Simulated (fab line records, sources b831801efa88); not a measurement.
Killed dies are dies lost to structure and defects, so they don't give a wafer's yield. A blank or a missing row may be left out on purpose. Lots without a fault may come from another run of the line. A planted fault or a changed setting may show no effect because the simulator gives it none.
fab line records | flow gf180mcu
record lots=14 wafers=42 last_day=34
route steps=602 shown V4@491 TOP_METAL@570 PASSIVATION@590
lots that met no fault: from a run of the same line without faults
start_h: hours from the record's first day to the start of the lot's first wafer shown | wait_h: hours since the lot's step before | " the same as in the row above | L1.1+2: a row that stands for several wafers | - no value, or no start given | * or withheld: withheld | < > ~ a bound
route shown NAME@n: a module of which the file shows steps, and the number in the route of the first | usual: mean/standard deviation of fault-free wafers | same: alike in all rows | chamber/n: place in a boat | sites: the reading at each site | _std_site: their standard deviation | _edge_site: outer sites' mean less inner sites' | radius_mm: how far each site lies from the wafer's centre | mask NAME#n: copy n | behind: the tool/chamber that last shaped the wafer | hold: why the lot was held/for how many hours/how that ended | device: the transistor (n, p or np) that didn't switch | end of line: the same wafers' tests at the end of the route | a step without rows: its recipe alone | killed: dies lost to structure and defects at the first sort, not the wafer's yield | map: a wafer's dies, x killed, . not, _ none there
set.NAME: the setting as run; set.NAME@STEP: as run at that earlier step | model.NAME: the simulator's own value behind a step, which no gauge read
steps of the route over a sample of lots; a table a step, a row a wafer
services: from which hour (start_h, from the record's first day; less than 0 if before it) a tool's chamber was out of use, for how many hours, and why
## steps
# step GF_V4_OVL_MEAS_15
# usual V4_OVL=-2/6.6
# columns lot.wafer tool chamber start_h wait_h V4_OVL[nm]
L761.1 overlay-01 - 556.83 0.1 -16
L761.3 " - " " -10
L761.4 " - " " -11
L763.1 overlay-02 - 575.03 0.1 1
L763.3 " - " " 3
L763.6 " - " " 0
L764.1 overlay-02 - 584.28 0.1 2
L764.2 " - " " -1
L764.4 " - " " 1
L765.1 overlay-02 - 589.03 0.1 7
L765.3 " - " " 2
L765.4 " - " " 10
L766.2 overlay-02 - 604.85 0.1 4
L766.4 " - " " 2
L766.6 " - " " 3
L767.1 overlay-01 - 614.23 0.1 -6
L767.2 " - " " -5
L767.5 " - " " -5
L768.2 overlay-01 - 618.23 0.1 1
L768.3 " - " " 4
L768.4 " - " " -6
L770.1 overlay-01 - 633.37 0.1 6
L770.2 " - " " 4
L770.6 " - " " 2
L773.1 overlay-01 - 655.47 0.1 -4
L773.2 " - " " 0
L773.4 " - " " 0
L775.1 overlay-02 - 672.08 0.1 -6
L775.3 " - " " -4
L775.5 " - " " -3
L776.3 overlay-01 - 674.64 0.1 0
L776.5 " - " " -2
L776.6 " - " " -2
L782.1 overlay-02 - 718.52 0.1 10
L782.2 " - " " -2
L782.6 " - " " -3
L783.2 overlay-02 - 730.88 0.1 3
L783.3 " - " " 0
L783.4 " - " " 3
L784.3 overlay-01 - 732.14 0.1 6
L784.4 " - " " 3
L784.5 " - " " 14
# step GF_V4_ETCH_16
# recipe chemistry=N2/H2 target_depth_a=withheld overetch_a=withheld time_s=withheld target=BARC ion_energy_ev=200 source_w=500 bias_w=100 pressure_mtorr=30 n2_flow_sccm=100 h2_flow_sccm=200
# usual drypump_motor_current_A=5.7/0.33 oes_product_au=0.856/0.0053 throttle_valve_pct=13.225/0.0094
# columns lot.wafer tool chamber start_h wait_h drypump_motor_current_A oes_product_au throttle_valve_pct
L761.1 rie_diel-04 0 556.86 0.0 5.7 0.864 13.232
L761.3 " 3 " " 6.2 0.855 13.225
L761.4 " 1 " " 6.4 0.859 13.231
L763.1 rie_diel-04 0 575.06 0.0 5.6 0.855 13.232
L763.3 " 2 " " 5.8 0.853 13.222
L763.6 " 2 " " 5.8 0.858 13.221
L764.1 rie_diel-02 2 584.31 0.0 5.8 0.856 13.230
L764.2 " 1 " " 6.3 0.860 13.228
L764.4 " 3 " " 5.9 0.847 13.232
L765.1 rie_diel-02 0 589.06 0.0 5.2 0.860 13.226
L765.3 " 3 " " 5.9 0.847 13.236
L765.4 " 2 " " 5.8 0.848 13.209
L766.2 rie_diel-01 0 604.88 0.0 5.3 0.846 13.216
L766.4 " 3 " " 5.6 0.862 13.214
L766.6 " 2 " " 5.6 0.859 13.213
L767.1 rie_diel-01 1 614.26 0.0 5.8 0.852 13.225
L767.2 " 3 " " 5.7 0.859 13.217
L767.5 " 3 " " 5.7 0.856 13.207
L768.2 rie_diel-02 1 618.26 0.0 6.3 0.860 13.225
L768.3 " 3 " " 5.9 0.857 13.217
L768.4 " 0 " " 5.2 0.854 13.208
L770.1 rie_diel-01 1 633.41 0.0 5.7 0.852 13.219
L770.2 " 0 " " 5.3 0.860 13.232
L770.6 " 0 " " 5.4 0.855 13.202
L773.1 rie_diel-01 3 655.51 0.0 5.7 0.851 13.219
L773.2 " 1 " " 5.7 0.865 13.220
L773.4 " 2 " " 5.6 0.839 13.226
L775.1 rie_diel-01 1 672.11 0.0 5.8 0.851 13.202
L775.3 " 2 " " 5.6 0.856 13.226
L775.5 " 1 " " 5.7 0.857 13.216
L776.3 rie_diel-04 0 674.66 0.0 5.7 0.862 13.228
L776.5 " 2 " " 5.8 0.851 13.220
L776.6 " 3 " " 6.2 0.856 13.233
L782.1 rie_diel-01 0 718.56 0.0 5.3 0.861 13.227
L782.2 " 2 " " 5.6 0.860 13.223
L782.6 " 0 " " 5.3 0.849 13.237
L783.2 rie_diel-04 0 730.91 0.0 5.6 0.863 13.225
L783.3 " 3 " " 6.2 0.851 13.220
L783.4 " 0 " " 5.7 0.861 13.226
L784.3 rie_diel-01 3 732.16 0.0 5.7 0.859 13.228
L784.4 " 0 " " 5.3 0.854 13.219
L784.5 " 3 " " 5.7 0.854 13.214
# step GF_TOP_METAL_SPUTTER_03
# recipe material=Ti target_thk_nm=5 substrate_temp_c=300 chamber_pressure_pa=0.3 power_w=3000 time_s=3.3
# usual cathode_dc_power_W=2999.9/0.51 chamber_pressure_pa=0.3001/0.00064 substrate_temp_c=299.98/0.19 throttle_valve_pct=30.3/1.1
# columns lot.wafer tool chamber start_h wait_h cathode_dc_power_W chamber_pressure_pa substrate_temp_c throttle_valve_pct
L761.1 pvd_sputter-04 - 627.70 0.0 3000.1 0.3004 300.29 32.2
L761.3 " - " " 3000.2 0.3007 299.99 27.0
L761.4 " - " " 2999.4 0.3012 300.34 30.2
L763.1 pvd_sputter-04 - 645.01 0.0 2999.8 0.2997 300.22 26.9
L763.3 " - " " 2999.5 0.3010 299.76 30.0
L763.6 " - " " 2999.8 0.3005 300.21 30.3
L764.1 pvd_sputter-03 - 652.26 0.0 2998.9 0.2993 300.24 29.9
L764.2 " - " " 3000.3 0.3002 300.29 30.0
L764.4 " - " " 2999.3 0.3006 300.20 30.8
L765.1 pvd_sputter-03 - 656.11 0.0 2999.6 0.3008 299.75 30.0
L765.3 " - " " 2999.9 0.3004 300.04 31.8
L765.4 " - " " 3000.2 0.2992 299.89 30.0
L766.2 pvd_sputter-04 - 670.09 0.0 2999.8 0.2999 300.09 29.9
L766.4 " - " " 2999.7 0.3001 299.99 31.9
L766.6 " - " " 3000.1 0.3001 299.97 29.8
L767.1 pvd_sputter-02 - 677.80 0.0 2999.9 0.2989 300.16 30.2
L767.2 " - " " 3001.0 0.3001 300.07 28.9
L767.5 " - " " 2999.2 0.3016 300.12 31.0
L768.2 pvd_sputter-03 - 685.27 0.0 3000.1 0.3000 299.94 30.0
L768.3 " - " " 3000.3 0.3004 299.90 29.8
L768.4 " - " " 3000.8 0.2996 299.90 31.2
L770.1 pvd_sputter-02 - 696.97 0.0 3000.4 0.3012 299.76 28.9
L770.2 " - " " 2999.3 0.2989 300.02 29.6
L770.6 " - " " 3000.2 0.3015 300.41 30.3
L773.1 pvd_sputter-03 - 716.64 0.0 2999.1 0.3001 300.07 30.9
L773.2 " - " " 3000.5 0.3003 299.87 29.9
L773.4 " - " " 2999.2 0.2999 300.09 32.0
L775.1 pvd_sputter-04 - 731.55 0.0 2998.8 0.3007 300.09 30.2
L775.3 " - " " 2999.5 0.3003 300.03 29.9
L775.5 " - " " 3001.0 0.2998 299.61 29.7
L776.3 pvd_sputter-04 - 734.96 0.0 3000.4 0.2996 299.87 26.8
L776.5 " - " " 3000.1 0.3006 299.93 30.0
L776.6 " - " " 2999.5 0.2987 300.03 30.4
L782.1 pvd_sputter-02 - 774.64 0.0 - - - -
L782.2 " - " " - - - -
L782.6 " - " " - - - -
L783.2 pvd_sputter-04 - 784.78 0.0 - - - -
L783.3 " - " " - - - -
L783.4 " - " " - - - -
L784.3 pvd_sputter-03 - 786.26 0.0 2999.7 0.2991 299.97 30.0
L784.4 " - " " 3000.2 0.3004 299.93 30.0
L784.5 " - " " 3000.1 0.2993 299.79 30.1
# step GF_PASSIVATION_THK_MEAS_03
# recipe reads=Si3N4_of_PASSIVATION_CVD_02
# usual PASSIVATION_CVD_02_THK=699/8.9
# columns lot.wafer tool chamber start_h wait_h PASSIVATION_CVD_02_THK[nm]
L761.1 film_metro-04 - 648.30 0.1 690
L761.3 " - " " 689
L761.4 " - " " 708
L763.1 film_metro-03 - 665.32 0.1 704
L763.3 " - " " 695
L763.6 " - " " 715
L764.1 film_metro-04 - 673.19 0.1 697
L764.2 " - " " 695
L764.4 " - " " 700
L765.1 film_metro-03 - 676.80 0.1 691
L765.3 " - " " 690
L765.4 " - " " 692
L766.2 film_metro-04 - 690.40 0.2 678
L766.4 " - " " 696
L766.6 " - " " 706
L767.1 film_metro-03 - 698.14 0.1 701
L767.2 " - " " 693
L767.5 " - " " 706
L768.2 film_metro-04 - 704.89 0.2 688
L768.3 " - " " 681
L768.4 " - " " 688
L770.1 film_metro-01 - 716.45 0.1 684
L770.2 " - " " 694
L770.6 " - " " 697
L773.1 film_metro-01 - 735.74 0.1 701
L773.2 " - " " 706
L773.4 " - " " 713
L775.1 film_metro-01 - 749.95 0.1 677
L775.3 " - " " 691
L775.5 " - " " 698
L776.3 film_metro-04 - 753.05 0.2 698
L776.5 " - " " 711
L776.6 " - " " 712
L784.3 film_metro-01 - 802.30 0.2 695
L784.4 " - " " 709
L784.5 " - " " 703
## services
# columns tool chamber start_h hours kind
rie_diel-01 0 534.45 6.8 repair
rie_diel-04 2 536.80 - clean
rie_diel-04 2 536.80 21.3 scheduled_down
rie_diel-04 2 536.80 21.3 vent_cycle
rie_diel-04 3 558.11 - clean
rie_diel-04 3 558.11 19.4 scheduled_down
rie_diel-01 - 583.99 2.8 pm
rie_diel-01 1 586.74 - clean
rie_diel-01 1 586.74 24.8 scheduled_down
rie_diel-01 1 586.74 24.8 vent_cycle
rie_diel-02 2 600.72 16.9 repair
rie_diel-04 - 604.02 14.6 pm
pvd_sputter-02 - 614.78 1.8 repair
rie_diel-01 2 638.62 6.2 repair
pvd_sputter-04 - 683.54 5.1 repair
rie_diel-04 3 691.63 4.1 repair
rie_diel-02 0 710.07 2.0 repair
rie_diel-01 - 715.04 0.6 repair
pvd_sputter-04 - 715.22 2.3 repair
rie_diel-04 2 723.91 9.9 repair
rie_diel-04 0 736.95 6.4 repair
rie_diel-01 0 757.74 7.2 repair
pvd_sputter-03 - 759.16 2.4 repair
rie_diel-01 - 778.90 0.2 repair
## key
first_sign step=GF_TOP_METAL_SPUTTER_03 reading=tool_record direction=missing
effect none on later readings
met_at GF_TOP_METAL_SPUTTER_03
struck_lots L782,L783
later_rows_left_out L782.1,L782.2,L782.6,L783.2,L783.3,L783.4
sort_left_out L782.1,L782.2,L782.6,L783.2,L783.3,L783.4
not_acting_at GF_V4_OVL_MEAS_15,GF_V4_ETCH_16,GF_PASSIVATION_THK_MEAS_03
onset_between 734.96 774.64
fault kind=skipped_step_whole tool=pvd_sputter-02,pvd_sputter-04 chamber=- onset_h=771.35 steps=GF_TOP_METAL_SPUTTER_03 scope=struck_lots_only
# sort_left_out: the simulated sort isn't trusted on such a fault, so these wafers' sort isn't shown, and their yield isn't known
# later_rows_left_out: the simulator's readings of these wafers behind a module that went badly wrong aren't trusted and aren't shown, but for the sort
